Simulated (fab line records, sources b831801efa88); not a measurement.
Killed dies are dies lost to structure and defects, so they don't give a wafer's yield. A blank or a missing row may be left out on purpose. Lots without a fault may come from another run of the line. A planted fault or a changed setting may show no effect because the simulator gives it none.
fab line records | flow gf180mcu
record lots=5 wafers=15 last_day=32
route steps=602 shown M3@419 V3@429 M4@456
lots that met no fault: from a run of the same line without faults
start_h: hours from the record's first day to the start of the lot's first wafer shown | wait_h: hours since the lot's step before | " the same as in the row above | L1.1+2: a row that stands for several wafers | - no value, or no start given | * or withheld: withheld | < > ~ a bound
route shown NAME@n: a module of which the file shows steps, and the number in the route of the first | usual: mean/standard deviation of fault-free wafers | same: alike in all rows | chamber/n: place in a boat | sites: the reading at each site | _std_site: their standard deviation | _edge_site: outer sites' mean less inner sites' | radius_mm: how far each site lies from the wafer's centre | mask NAME#n: copy n | behind: the tool/chamber that last shaped the wafer | hold: why the lot was held/for how many hours/how that ended | device: the transistor (n, p or np) that didn't switch | end of line: the same wafers' tests at the end of the route | a step without rows: its recipe alone | killed: dies lost to structure and defects at the first sort, not the wafer's yield | map: a wafer's dies, x killed, . not, _ none there
set.NAME: the setting as run; set.NAME@STEP: as run at that earlier step | model.NAME: the simulator's own value behind a step, which no gauge read
lots at some steps of the route; a table a step, a row a wafer
services: from which hour (start_h, from the record's first day; less than 0 if before it) a tool's chamber was out of use, for how many hours, and why
## steps
# step GF_M3_SOFTBAKE_10
# recipe temp_c=130 time_s=60 resist=KrF
# columns lot.wafer tool chamber start_h wait_h
L074.2+3+6 litho_track-01 0 475.94 0.1
L078.1+5+6 litho_track-03 0 508.66 0.1
L084.3+4+5 litho_track-04 0 563.96 0.1
L087.2+3+6 litho_track-01 0 587.79 0.1
L090.3+4+6 litho_track-04 0 606.61 0.1
# step GF_M3_EXPOSE_11
# recipe mask_id=Metal3 target_cd_nm=280 na=0.68 source_shape=conventional sigma_outer=0.6 dose_mj=28.53
# usual focus_offset_nm=0.1/0.49
# columns lot.wafer tool chamber start_h wait_h mask focus_offset_nm
L074.2 krf_scanner-01 0 - - Metal3#0 0.0
L074.3 " 0 " " Metal3#0 0.0
L074.6 " 0 " " Metal3#0 0.8
L078.1 krf_scanner-01 0 - - Metal3#0 0.4
L078.5 " 0 " " Metal3#0 -0.3
L078.6 " 0 " " Metal3#0 -0.7
L084.3 krf_scanner-01 0 - - Metal3#0 -0.3
L084.4 " 0 " " Metal3#0 -0.4
L084.5 " 0 " " Metal3#0 -0.4
L087.2 krf_scanner-02 0 - - Metal3#0 0.7
L087.3 " 0 " " Metal3#0 0.0
L087.6 " 0 " " Metal3#0 -0.2
L090.3 krf_scanner-01 0 - - Metal3#0 0.1
L090.4 " 0 " " Metal3#0 -0.7
L090.6 " 0 " " Metal3#0 0.2
# step GF_M3_PEB_12
# recipe peb_temp_c=135 peb_time_s=90 resist=KrF
# columns lot.wafer tool chamber start_h wait_h
L074.2+3+6 litho_track-03 0 - -
L078.1+5+6 litho_track-03 0 - -
L084.3+4+5 litho_track-03 0 - -
L087.2+3+6 litho_track-04 0 - -
L090.3+4+6 litho_track-03 0 - -
# step GF_M3_DEVELOP_13
# recipe develop_time_s=60 dev_temp_c=21
# columns lot.wafer tool chamber start_h wait_h
L074.2+3+6 litho_track-03 0 487.53 0.2
L078.1+5+6 litho_track-03 0 520.36 0.2
L084.3+4+5 litho_track-03 0 574.91 0.1
L087.2+3+6 litho_track-04 0 598.14 0.2
L090.3+4+6 litho_track-03 0 617.21 0.1
# step GF_M3_CD_MEAS_14
# recipe target_cd_nm=280
# usual cd_nm=280.1/1.2
# columns lot.wafer tool chamber start_h wait_h cd_nm
L074.2 cd_sem-02 - 487.68 0.1 281.6
L074.3 " - " " 281.1
L074.6 " - " " 281.9
L078.1 cd_sem-01 - 520.51 0.1 280.5
L078.5 " - " " 280.2
L078.6 " - " " 280.4
L084.3 cd_sem-01 - 575.05 0.1 280.6
L084.4 " - " " 280.4
L084.5 " - " " 280.5
L087.2 cd_sem-01 - 598.45 0.3 282.1
L087.3 " - " " 281.3
L087.6 " - " " 281.6
L090.3 cd_sem-02 - 617.35 0.1 279.1
L090.4 " - " " 279.7
L090.6 " - " " 279.3
# step GF_M3_OVL_MEAS_15
# usual M3_OVL=2/4.8
# columns lot.wafer tool chamber start_h wait_h M3_OVL[nm]
L074.2 overlay-02 - 487.79 0.1 4
L074.3 " - " " 9
L074.6 " - " " 2
L078.1 overlay-02 - 520.63 0.1 0
L078.5 " - " " -3
L078.6 " - " " 0
L084.3 overlay-02 - 575.14 0.1 1
L084.4 " - " " 0
L084.5 " - " " 11
L087.2 overlay-01 - 598.55 0.1 5
L087.3 " - " " 4
L087.6 " - " " 3
L090.3 overlay-01 - 617.44 0.1 3
L090.4 " - " " 3
L090.6 " - " " 0
# step GF_M3_METAL_ETCH_16
# recipe chemistry=Cl2/BCl3 mask_material=KrF target_depth_nm=627.5 stop_on=SiO2 pressure_mtorr=8 icp_w=800 bias_w=140 Cl2_flow_sccm=80 bcl3_flow_sccm=40 time_s=104.6
# usual drypump_motor_current_A=5.38/0.27 oes_product_au=0.971/0.0068 throttle_valve_pct=28.250/0.0098
# columns lot.wafer tool chamber start_h wait_h drypump_motor_current_A oes_product_au rf_hours_counter_h throttle_valve_pct
L074.2 rie_metal-03 0 487.82 0.0 5.70 0.968 2 28.244
L074.3 " 0 " " 5.74 0.973 - 28.246
L074.6 " 0 " " 5.73 0.970 - 28.247
L078.1 rie_metal-03 1 520.66 0.0 5.15 0.976 8 28.228
L078.5 " 0 " " 5.75 0.975 - 28.249
L078.6 " 1 " " 5.15 0.965 - 28.251
L084.3 rie_metal-04 0 575.20 0.1 5.06 0.973 - 28.254
L084.4 " 1 " " 5.46 0.957 - 28.242
L084.5 " 1 " " 5.46 0.973 - 28.261
L087.2 rie_metal-04 0 598.58 0.0 5.05 0.962 7 28.248
L087.3 " 0 " " 5.06 0.969 - 28.253
L087.6 " 1 " " 5.43 0.970 - 28.247
L090.3 rie_metal-04 0 617.50 0.1 5.06 0.970 - 28.253
L090.4 " 1 " " 5.43 0.979 - 28.258
L090.6 " 1 " " 5.42 0.975 - 28.248
# step GF_M3_STRIP_17
# recipe chemistry=O2/N2 power_w=1400 pressure_mtorr=1500 platen_temp_c=250 o2_flow_sccm=3000 n2_flow_sccm=300 overash_fraction=0.5
# usual drypump_motor_current_A=6.2/0.33 heater_power_w=337/14 oes_product_au=0.559/0.0054 strip_time_to_endpoint_s=7.91/0.038
# columns lot.wafer tool chamber start_h wait_h drypump_motor_current_A heater_power_w oes_product_au rf_hours_counter_h strip_time_to_endpoint_s
L074.2 plasma_asher-01 0 487.93 0.1 6.6 350 0.560 72 7.88
L074.3 " 1 " " 6.3 346 0.568 - 7.90
L074.6 " 0 " " 6.6 354 0.562 - 7.89
L078.1 plasma_asher-04 0 520.78 0.1 6.2 324 0.550 91 7.85
L078.5 " 1 " " 6.4 348 0.561 - 7.84
L078.6 " 0 " " 6.2 321 0.563 - 7.88
L084.3 plasma_asher-04 1 575.31 0.1 6.4 351 0.555 - 7.85
L084.4 " 0 " " 6.2 329 0.545 - 7.85
L084.5 " 1 " " 6.4 347 0.554 - 7.82
L087.2 plasma_asher-04 1 598.70 0.1 6.4 340 0.565 99 7.94
L087.3 " 0 " " 6.2 321 0.560 - 7.96
L087.6 " 1 " " 6.4 335 0.563 - 7.92
L090.3 plasma_asher-04 0 617.61 0.1 6.2 315 0.560 - 7.96
L090.4 " 1 " " 6.4 344 0.557 - 7.90
L090.6 " 0 " " 6.2 321 0.557 - 7.90
# step GF_M3_STRIP_18
# recipe chemistry=post_etch_residue_remover time_s=1200 temp_c=72.5
# columns lot.wafer tool chamber start_h wait_h
L074.2+3+6 wet_bench-01 3 488.03 0.1
L078.1+5+6 wet_bench-03 0 520.88 0.1
L084.3+4+5 wet_bench-01 0 575.38 0.0
L087.2+3+6 wet_bench-03 3 598.80 0.1
L090.3+4+6 wet_bench-04 1 617.68 0.0
# step GF_M3_CLEAN_19
# recipe chemistry=DIW dry=n2_spin
# columns lot.wafer tool chamber start_h wait_h
L074.2+3+6 wet_bench-03 2 488.37 0.0
L078.1+5+6 wet_bench-04 2 521.22 0.0
L084.3+4+5 wet_bench-03 3 575.72 0.0
L087.2+3+6 wet_bench-04 0 599.14 0.0
L090.3+4+6 wet_bench-01 0 618.02 0.0
# step GF_V3_CVD_00
# recipe material=SiO2 target_thk_nm=600 sigma_open_frac=0.3 temp_c=400 time_s=100 sih4_flow_sccm=60 pressure_mtorr=6
# usual pressure_mtorr=6.001/0.011
# columns lot.wafer tool chamber start_h wait_h pressure_mtorr
L074.2 hdpcvd-02 2 488.57 0.0 6.003
L074.3 " 1 " " 6.000
L074.6 " 1 " " 5.987
L078.1 hdpcvd-01 1 521.31 0.0 6.009
L078.5 " 0 " " 5.997
L078.6 " 2 " " 6.009
L084.3 hdpcvd-02 0 575.81 0.0 5.989
L084.4 " 0 " " 6.003
L084.5 " 1 " " 5.986
L087.2 hdpcvd-02 0 599.23 0.0 6.016
L087.3 " 2 " " 5.998
L087.6 " 0 " " 6.020
L090.3 hdpcvd-02 0 618.11 0.0 6.001
L090.4 " 0 " " 6.003
L090.6 " 2 " " 5.991
# step GF_V3_THK_MEAS_01
# recipe reads=SiO2_of_V3_CVD_00
# usual V3_CVD_00_THK=600/6
# columns lot.wafer tool chamber start_h wait_h V3_CVD_00_THK[nm]
L074.2 film_metro-04 - 488.65 0.0 598
L074.3 " - " " 608
L074.6 " - " " 604
L078.1 film_metro-02 - 521.38 0.0 596
L078.5 " - " " 600
L078.6 " - " " 605
L084.3 film_metro-03 - 575.90 0.1 599
L084.4 " - " " 609
L084.5 " - " " 602
L087.2 film_metro-02 - 599.31 0.0 600
L087.3 " - " " 602
L087.6 " - " " 601
L090.3 film_metro-02 - 618.20 0.1 603
L090.4 " - " " 597
L090.6 " - " " 604
# step GF_V3_CVD_02
# recipe material=SiO2 target_thk_nm=850 precursor=TEOS temp_c=400 time_s=94.851 rf_w=600
# usual heater_power_w=712/110
# columns lot.wafer tool chamber start_h wait_h heater_power_w
L074.2 pecvd-03 0 488.70 0.0 602
L074.3 " 2 " " 630
L074.6 " 0 " " 673
L078.1 pecvd-04 2 521.44 0.1 652
L078.5 " 2 " " 668
L078.6 " 1 " " 646
L084.3 pecvd-01 0 575.94 0.0 777
L084.4 " 1 " " 745
L084.5 " 0 " " 817
L087.2 pecvd-03 2 599.36 0.0 595
L087.3 " 0 " " 675
L087.6 " 0 " " 545
L090.3 pecvd-04 0 618.24 0.0 845
L090.4 " 0 " " 906
L090.6 " 1 " " 589
# step GF_V3_THK_MEAS_03
# recipe reads=SiO2_of_V3_CVD_02
# usual V3_CVD_02_THK=851/11
# columns lot.wafer tool chamber start_h wait_h V3_CVD_02_THK[nm]
L074.2 film_metro-02 - 488.78 0.0 833
L074.3 " - " " 834
L074.6 " - " " 847
L078.1 film_metro-03 - 521.51 0.0 849
L078.5 " - " " 860
L078.6 " - " " 852
L084.3 film_metro-02 - 576.03 0.1 836
L084.4 " - " " 857
L084.5 " - " " 849
L087.2 film_metro-04 - 599.44 0.0 849
L087.3 " - " " 837
L087.6 " - " " 853
L090.3 film_metro-04 - 618.33 0.1 858
L090.4 " - " " 848
L090.6 " - " " 880
# step GF_V3_CMP_04
# recipe material=SiO2 down_force_psi=4 platen_rpm=60 pad_velocity_m_s=0.94248
# usual motor_current_A=11.2/0.62 time_to_endpoint_s=77/5.4
# columns lot.wafer tool chamber start_h wait_h motor_current_A time_to_endpoint_s
L074.2 cmp-01 1 488.83 0.0 11.0 70
L074.3 " 0 " " 10.6 73
L074.6 " 1 " " 11.5 77
L078.1 cmp-02 2 521.67 0.1 11.7 69
L078.5 " 0 " " 11.0 79
L078.6 " 1 " " 10.7 74
L084.3 cmp-02 0 576.12 0.1 11.1 69
L084.4 " 2 " " 12.0 71
L084.5 " 0 " " 10.8 77
L087.3 cmp-02 1 599.49 0.0 10.8 71
L087.2 " 2 " " 11.9 77
L087.6 " 2 " " 12.0 75
L090.4 cmp-02 0 618.48 0.1 11.0 81
L090.3 " 1 " " 10.8 83
L090.6 " 3 " " 12.2 91
# step GF_V3_BOW_MEAS_05
# recipe mode=bow
# usual V3_BOW=114/9.3
# columns lot.wafer tool chamber start_h wait_h V3_BOW[um]
L074.2 film_metro-03 - 489.15 0.3 103
L074.3 " - " " 119
L074.6 " - " " 110
L078.1 film_metro-02 - 521.87 0.1 97
L078.5 " - " " 118
L078.6 " - " " 106
L084.3 film_metro-04 - 576.41 0.2 125
L084.4 " - " " 115
L084.5 " - " " 118
L087.2 film_metro-03 - 599.81 0.2 112
L087.3 " - " " 121
L087.6 " - " " 127
L090.3 film_metro-03 - 618.73 0.1 121
L090.4 " - " " 129
L090.6 " - " " 136
# step GF_V3_DEHYDRATE_06
# recipe temp_c=200 time_s=60
# columns lot.wafer tool chamber start_h wait_h
L074.2+3+6 litho_track-04 0 500.49 11.3
L078.1+5+6 litho_track-02 0 532.31 10.4
L084.3+4+5 litho_track-02 0 586.41 10.0
L087.2+3+6 litho_track-03 0 609.78 10.0
L090.3+4+6 litho_track-04 0 628.01 9.3
# step GF_V3_HMDS_07
# recipe prime_time_s=60 prime_temp_c=120
# columns lot.wafer tool chamber start_h wait_h
L074.2+3+6 litho_track-04 0 500.64 0.1
L078.1+5+6 litho_track-02 0 532.46 0.1
L084.3+4+5 litho_track-02 0 586.56 0.1
L087.2+3+6 litho_track-03 0 609.93 0.1
L090.3+4+6 litho_track-04 0 628.16 0.1
# step GF_V3_COAT_08
# recipe resist=BARC temp_c=withheld time_s=withheld spin_rpm=withheld resist_thk_nm=withheld
# usual dispense_pressure_kPa=48.0/2.4
# columns lot.wafer tool chamber start_h wait_h dispense_pressure_kPa
L074.2 litho_track-04 0 500.79 0.1 45.1
L074.3 " 0 " " 45.1
L074.6 " 0 " " 45.2
L078.1 litho_track-02 0 532.61 0.1 49.8
L078.5 " 0 " " 49.8
L078.6 " 0 " " 49.7
L084.3 litho_track-02 0 586.71 0.1 49.8
L084.4 " 0 " " 49.8
L084.5 " 0 " " 49.8
L087.2 litho_track-03 0 610.08 0.1 50.3
L087.3 " 0 " " 50.3
L087.6 " 0 " " 50.3
L090.3 litho_track-04 0 628.31 0.1 45.1
L090.4 " 0 " " 45.1
L090.6 " 0 " " 45.1
# step GF_V3_COAT_09
# recipe resist=KrF spin_rpm=withheld resist_thk_nm=1000
# usual dispense_pressure_kPa=48.0/2.4
# columns lot.wafer tool chamber start_h wait_h dispense_pressure_kPa
L074.2 litho_track-04 0 - - 45.1
L074.3 " 0 " " 45.1
L074.6 " 0 " " 45.2
L078.1 litho_track-02 0 - - 49.8
L078.5 " 0 " " 49.8
L078.6 " 0 " " 49.8
L084.3 litho_track-02 0 - - 49.8
L084.4 " 0 " " 49.8
L084.5 " 0 " " 49.8
L087.2 litho_track-03 0 - - 50.3
L087.3 " 0 " " 50.3
L087.6 " 0 " " 50.2
L090.3 litho_track-04 0 - - 45.1
L090.4 " 0 " " 45.1
L090.6 " 0 " " 45.1
# step GF_V3_SOFTBAKE_10
# recipe temp_c=130 time_s=60 resist=KrF
# columns lot.wafer tool chamber start_h wait_h
L074.2+3+6 litho_track-04 0 - -
L078.1+5+6 litho_track-02 0 - -
L084.3+4+5 litho_track-02 0 - -
L087.2+3+6 litho_track-03 0 - -
L090.3+4+6 litho_track-04 0 - -
# step GF_V3_EXPOSE_11
# recipe mask_id=Via3 target_cd_nm=260 na=0.68 source_shape=conventional sigma_outer=0.6 dose_mj=38
# usual focus_offset_nm=0.0/0.47
# columns lot.wafer tool chamber start_h wait_h mask focus_offset_nm
L074.2 krf_scanner-02 0 - - Via3#0 0.5
L074.3 " 0 " " Via3#0 0.0
L074.6 " 0 " " Via3#0 0.8
L078.1 krf_scanner-01 0 - - Via3#0 0.9
L078.5 " 0 " " Via3#0 0.3
L078.6 " 0 " " Via3#0 0.1
L084.3 krf_scanner-01 0 - - Via3#0 0.1
L084.4 " 0 " " Via3#0 -0.4
L084.5 " 0 " " Via3#0 0.3
L087.2 krf_scanner-01 0 - - Via3#0 -0.6
L087.3 " 0 " " Via3#0 0.2
L087.6 " 0 " " Via3#0 -0.9
L090.3 krf_scanner-02 0 - - Via3#0 0.3
L090.4 " 0 " " Via3#0 -0.2
L090.6 " 0 " " Via3#0 0.2
# step GF_V3_PEB_12
# recipe peb_temp_c=135 peb_time_s=90 resist=KrF
# columns lot.wafer tool chamber start_h wait_h
L074.2+3+6 litho_track-03 0 - -
L078.1+5+6 litho_track-04 0 - -
L084.3+4+5 litho_track-02 0 - -
L087.2+3+6 litho_track-03 0 - -
L090.3+4+6 litho_track-03 0 - -
# step GF_V3_DEVELOP_13
# recipe develop_time_s=60 resist=KrF dev_temp_c=21
# columns lot.wafer tool chamber start_h wait_h
L074.2+3+6 litho_track-03 0 512.38 0.2
L078.1+5+6 litho_track-04 0 544.76 0.2
L084.3+4+5 litho_track-02 0 597.71 0.1
L087.2+3+6 litho_track-03 0 620.53 0.2
L090.3+4+6 litho_track-03 0 638.76 0.1
# step GF_V3_CD_MEAS_14
# recipe target_cd_nm=260
# usual cd_nm=259.6/1
# columns lot.wafer tool chamber start_h wait_h cd_nm
L074.2 cd_sem-01 - 512.53 0.1 258.9
L074.3 " - " " 258.9
L074.6 " - " " 258.0
L078.1 cd_sem-01 - 544.91 0.1 259.6
L078.5 " - " " 258.4
L078.6 " - " " 259.1
L084.3 cd_sem-01 - 597.85 0.1 259.6
L084.4 " - " " 260.9
L084.5 " - " " 260.3
L087.2 cd_sem-02 - 620.68 0.1 258.6
L087.3 " - " " 258.8
L087.6 " - " " 258.5
L090.3 cd_sem-01 - 638.90 0.1 259.1
L090.4 " - " " 259.0
L090.6 " - " " 258.4
# step GF_V3_OVL_MEAS_15
# usual V3_OVL=4/5.7
# columns lot.wafer tool chamber start_h wait_h V3_OVL[nm]
L074.2 overlay-02 - 512.63 0.1 0
L074.3 " - " " 7
L074.6 " - " " 1
L078.1 overlay-02 - 545.03 0.1 -10
L078.5 " - " " 2
L078.6 " - " " 12
L084.3 overlay-01 - 597.95 0.1 5
L084.4 " - " " 8
L084.5 " - " " 1
L087.2 overlay-01 - 620.78 0.1 5
L087.3 " - " " -7
L087.6 " - " " 4
L090.3 overlay-02 - 638.99 0.1 8
L090.4 " - " " 6
L090.6 " - " " 11
# step GF_V3_ETCH_16
# recipe chemistry=N2/H2 target_depth_a=withheld overetch_a=withheld time_s=withheld target=BARC ion_energy_ev=200 source_w=500 bias_w=100 pressure_mtorr=30 n2_flow_sccm=100 h2_flow_sccm=200
# usual drypump_motor_current_A=5.8/0.47 oes_product_au=0.855/0.0046 throttle_valve_pct=13.226/0.0093
# columns lot.wafer tool chamber start_h wait_h drypump_motor_current_A oes_product_au throttle_valve_pct
L074.2 rie_diel-02 0 512.66 0.0 6.4 0.860 13.208
L074.3 " 2 " " 5.1 0.863 13.213
L074.6 " 1 " " 5.7 0.849 13.215
L078.1 rie_diel-04 2 545.07 0.0 5.7 0.848 13.209
L078.5 " 2 " " 5.8 0.853 13.233
L078.6 " 1 " " 5.5 0.864 13.224
L084.3 rie_diel-04 1 597.97 0.0 5.4 0.845 13.217
L084.4 " 0 " " 6.6 0.857 13.213
L084.5 " 3 " " 6.0 0.861 13.232
L087.2 rie_diel-01 1 620.81 0.0 5.8 0.850 13.238
L087.3 " 2 " " 5.9 0.855 13.219
L087.6 " 3 " " 6.3 0.858 13.243
L090.3 rie_diel-04 1 639.01 0.0 5.4 0.850 13.229
L090.4 " 3 " " 6.0 0.856 13.231
L090.6 " 1 " " 5.5 0.853 13.225
# step GF_V3_ETCH_17
# recipe chemistry=C4F8/O2/Ar mask_material=KrF target=SiO2 stop_on=TiN source_w=1500 bias_w=1200 pressure_mtorr=40 c4f8_flow_sccm=withheld O2_flow_sccm=6 Ar_flow_sccm=300 time_s=withheld target_depth_a=6350
# usual oes_product_au=0.856/0.0045
# columns lot.wafer tool chamber start_h wait_h oes_product_au
L074.2 rie_diel-02 0 - - 0.860
L074.3 " 2 " " 0.859
L074.6 " 1 " " 0.857
L078.1 rie_diel-04 2 - - 0.857
L078.5 " 2 " " 0.857
L078.6 " 1 " " 0.858
L084.3 rie_diel-04 1 - - 0.857
L084.4 " 0 " " 0.859
L084.5 " 3 " " 0.862
L087.2 rie_diel-01 1 - - 0.855
L087.3 " 2 " " 0.859
L087.6 " 3 " " 0.862
L090.3 rie_diel-04 1 - - 0.860
L090.4 " 3 " " 0.855
L090.6 " 1 " " 0.861
# step GF_V3_STRIP_18
# recipe chemistry=O2/N2 power_w=1400 pressure_mtorr=1500 platen_temp_c=250 o2_flow_sccm=3000 n2_flow_sccm=300 overash_fraction=0.5
# usual drypump_motor_current_A=5.8/0.42 heater_power_w=345/28 oes_product_au=0.593/0.0048
# columns lot.wafer tool chamber start_h wait_h drypump_motor_current_A heater_power_w oes_product_au rf_hours_counter_h
L074.2 plasma_asher-03 0 512.79 - 5.7 343 0.590 38
L074.3 " 0 " " 5.7 344 0.596 -
L074.6 " 0 " " 5.8 357 0.588 -
L078.1 plasma_asher-03 1 545.20 - 5.7 320 0.593 41
L078.5 " 1 " " 5.7 312 0.590 -
L078.6 " 0 " " 5.7 341 0.599 -
L084.3 plasma_asher-02 1 598.13 - 5.9 397 0.589 -
L084.4 " 0 " " 5.1 345 0.596 -
L084.5 " 0 " " 5.0 345 0.602 -
L087.2 plasma_asher-04 1 620.94 - 6.4 343 0.587 102
L087.3 " 1 " " 6.4 341 0.587 -
L087.6 " 1 " " 6.4 346 0.593 -
L090.3 plasma_asher-04 1 639.18 - 6.4 336 0.591 -
L090.4 " 0 " " 6.2 317 0.594 -
L090.6 " 0 " " 6.2 319 0.598 -
# step GF_V3_STRIP_19
# recipe chemistry=post_etch_residue_remover time_s=1200 temp_c=72.5
# columns lot.wafer tool chamber start_h wait_h
L074.2+3+6 wet_bench-03 3 512.89 0.1
L078.1+5+6 wet_bench-02 2 545.30 0.1
L084.3+4+5 wet_bench-02 1 598.20 0.0
L087.2+3+6 wet_bench-03 1 621.10 0.1
L090.3+4+6 wet_bench-01 0 639.24 0.0
# step GF_V3_CLEAN_20
# recipe chemistry=DIW dry=n2_spin
# columns lot.wafer tool chamber start_h wait_h
L074.2+3+6 wet_bench-02 2 513.24 0.0
L078.1+5+6 wet_bench-03 1 545.64 0.0
L084.3+4+5 wet_bench-01 3 598.54 0.0
L087.2+3+6 wet_bench-01 0 621.45 0.0
L090.3+4+6 wet_bench-02 1 639.62 0.0
# step GF_V3_SPUTTER_21
# recipe material=Ti target_thk_nm=15 chamber_pressure_pa=5 power_w=2500 substrate_temp_c=200 time_s=80.02
# usual cathode_dc_power_W=2500.0/0.48 throttle_valve_pct=30.3/0.79
# columns lot.wafer tool chamber start_h wait_h cathode_dc_power_W throttle_valve_pct
L074.2 pvd_sputter-01 - 513.33 0.0 2500.0 30.3
L074.3 " - " " 2500.5 30.4
L074.6 " - " " 2499.9 31.1
L078.1 pvd_sputter-01 - 545.73 0.0 2499.3 30.5
L078.5 " - " " 2499.1 31.3
L078.6 " - " " 2500.3 28.4
L084.3 pvd_sputter-04 - 598.64 0.0 2499.8 29.4
L084.4 " - " " 2499.5 30.4
L084.5 " - " " 2500.0 29.8
L087.2 pvd_sputter-04 - 621.54 0.0 2500.4 30.1
L087.3 " - " " 2500.7 29.6
L087.6 " - " " 2500.0 29.9
L090.3 pvd_sputter-02 - 639.72 0.0 2500.2 31.0
L090.4 " - " " 2499.8 30.6
L090.6 " - " " 2499.8 31.0
# step GF_V3_SPUTTER_22
# recipe material=TiN target_thk_nm=10 chamber_pressure_pa=5 power_w=4000 time_s=40
# usual cathode_dc_power_W=3999.9/0.74 throttle_valve_pct=30.3/0.79
# columns lot.wafer tool chamber start_h wait_h cathode_dc_power_W throttle_valve_pct
L074.2 pvd_sputter-01 - 513.39 0.0 3999.5 30.3
L074.3 " - " " 3999.2 30.2
L074.6 " - " " 3998.7 31.3
L078.1 pvd_sputter-01 - 545.79 0.0 3999.2 30.3
L078.5 " - " " 4001.0 31.0
L078.6 " - " " 3999.2 28.5
L084.3 pvd_sputter-04 - 598.71 0.0 4000.1 29.4
L084.4 " - " " 4000.9 30.5
L084.5 " - " " 3999.4 29.8
L087.2 pvd_sputter-04 - 621.60 0.0 3998.4 30.4
L087.3 " - " " 4001.2 29.3
L087.6 " - " " 3999.8 29.9
L090.3 pvd_sputter-02 - 639.78 0.0 4000.4 30.8
L090.4 " - " " 3999.9 30.8
L090.6 " - " " 4000.9 31.0
# step GF_V3_CVD_23
# recipe material=W target_thk_nm=350 time_s=104.9 temp_c=400 pressure_torr=40
# usual heater_power_w=926/100
# columns lot.wafer tool chamber start_h wait_h heater_power_w
L074.2 cvd_w-02 1 513.43 0.0 823
L074.3 " 0 " " 852
L074.6 " 0 " " 828
L078.1 cvd_w-01 1 545.83 0.0 875
L078.5 " 0 " " 1055
L078.6 " 1 " " 872
L084.3 cvd_w-02 0 598.79 0.1 853
L084.4 " 1 " " 836
L084.5 " 0 " " 844
L087.2 cvd_w-01 1 621.64 0.0 874
L087.3 " 0 " " 1083
L087.6 " 1 " " 879
L090.3 cvd_w-02 1 639.85 0.1 820
L090.4 " 0 " " 857
L090.6 " 1 " " 852
# step GF_V3_RS_MEAS_24
# recipe thk_meas_gauge=four-point-probe reads=W_of_V3_CVD_23+TiN_of_V3_SPUTTER_22+Ti_of_V3_SPUTTER_21
# usual V3_W_RS=0.324/0.0054
# columns lot.wafer tool chamber start_h wait_h V3_W_RS[ohm/sq]
L074.2 film_metro-02 - 513.56 0.1 0.329
L074.3 " - " " 0.320
L074.6 " - " " 0.320
L078.1 film_metro-02 - 545.94 0.1 0.313
L078.5 " - " " 0.324
L078.6 " - " " 0.314
L084.3 film_metro-04 - 598.90 0.1 0.323
L084.4 " - " " 0.326
L084.5 " - " " 0.326
L087.2 film_metro-02 - 621.77 0.1 0.318
L087.3 " - " " 0.330
L087.6 " - " " 0.317
L090.3 film_metro-04 - 639.97 0.1 0.324
L090.4 " - " " 0.320
L090.6 " - " " 0.323
# step GF_V3_THK_MEAS_25
# recipe thk_meas_gauge=xrf reads=W_of_V3_CVD_23
# usual V3_W_THK=353/7
# columns lot.wafer tool chamber start_h wait_h V3_W_THK[nm]
L074.2 film_metro-02 - 513.67 0.1 355
L074.3 " - " " 362
L074.6 " - " " 362
L078.1 film_metro-02 - 546.06 0.1 367
L078.5 " - " " 358
L078.6 " - " " 365
L084.3 film_metro-04 - 599.00 0.1 353
L084.4 " - " " 351
L084.5 " - " " 346
L087.2 film_metro-02 - 621.88 0.1 359
L087.3 " - " " 348
L087.6 " - " " 360
L090.3 film_metro-04 - 640.07 0.1 352
L090.4 " - " " 357
L090.6 " - " " 352
# step GF_V3_CMP_26
# recipe stop_on=SiO2 down_force_psi=3.5 platen_rpm=60 t_overpolish_s=15.98 target_thk_nm=0 pad_velocity_m_s=0.94248
# usual motor_current_A=10.2/0.59 overpolish_run_s=15.980/0.0089 time_to_endpoint_s=84/3.3
# columns lot.wafer tool chamber start_h wait_h motor_current_A overpolish_run_s time_to_endpoint_s
L074.2 cmp-02 3 513.82 0.1 11.5 16.001 85
L074.3 " 0 " " 10.7 15.976 88
L074.6 " 1 " " 10.4 15.993 84
L078.1 cmp-02 0 546.12 0.1 10.6 15.987 84
L078.5 " 0 " " 9.7 15.974 82
L078.6 " 1 " " 9.6 15.978 85
L084.3 cmp-01 3 599.09 0.1 10.2 15.982 86
L084.4 " 1 " " 10.3 15.983 86
L084.5 " 2 " " 10.8 15.996 84
L087.2 cmp-01 1 622.00 0.1 10.4 15.987 86
L087.3 " 3 " " 9.3 15.972 81
L087.6 " 1 " " 10.1 15.974 86
L090.3 cmp-01 0 640.21 0.1 9.8 15.984 85
L090.4 " 1 " " 10.4 15.986 88
L090.6 " 2 " " 10.6 15.986 87
# step GF_M4_SPUTTER_00
# recipe material=Ti target_thk_nm=37.5 arriving_ion_energy_ev=80 substrate_temp_c=200 chamber_pressure_pa=2 power_w=4000 time_s=150
# usual cathode_dc_power_W=4000.0/0.7 throttle_valve_pct=30.0/1.2
# columns lot.wafer tool chamber start_h wait_h cathode_dc_power_W throttle_valve_pct
L074.2 pvd_sputter-03 - 514.02 0.1 4000.9 30.1
L074.3 " - " " 4001.3 27.7
L074.6 " - " " 3999.4 31.8
L078.1 pvd_sputter-04 - 546.42 0.2 3999.2 30.3
L078.5 " - " " 3999.9 29.8
L078.6 " - " " 3999.4 29.4
L084.3 pvd_sputter-02 - 599.34 0.2 3999.7 30.8
L084.4 " - " " 3999.1 30.8
L084.5 " - " " 4000.5 30.5
L087.2 pvd_sputter-03 - 622.25 0.2 4000.1 30.5
L087.3 " - " " 3999.4 28.2
L087.6 " - " " 3999.6 30.5
L090.3 pvd_sputter-04 - 640.41 0.1 3999.6 30.4
L090.4 " - " " 4000.2 29.9
L090.6 " - " " 3999.4 30.4
## services
# columns tool chamber start_h hours kind
krf_scanner-02 - 456.99 0.8 pm
cvd_w-02 - 462.73 0.2 repair
krf_scanner-02 - 465.41 1.3 pm
krf_scanner-01 - 472.05 1.0 pm
krf_scanner-02 - 482.02 4.0 pm
krf_scanner-01 - 492.70 0.8 pm
plasma_asher-04 - 528.00 1.6 repair
cmp-01 - 530.61 0.2 repair
cmp-02 - 549.36 4.3 repair
cmp-01 - 561.39 6.9 pm
krf_scanner-01 - 567.17 1.3 pm
cmp-01 - 572.00 4.0 pm
cmp-01 - 573.47 4.3 repair
rie_diel-04 3 586.40 6.2 repair
hdpcvd-02 1 589.81 5.4 repair
pvd_sputter-04 - 596.07 2.4 repair
cmp-02 - 596.40 0.5 repair
pvd_sputter-01 - 603.84 2.5 repair
cmp-01 - 609.72 3.2 repair
hdpcvd-02 - 609.98 0.8 repair
rie_diel-04 - 620.41 2.8 pm
pvd_sputter-01 - 629.59 5.7 repair
cmp-02 - 634.82 4.8 repair
krf_scanner-01 - 637.35 4.0 pm
## key
fault none
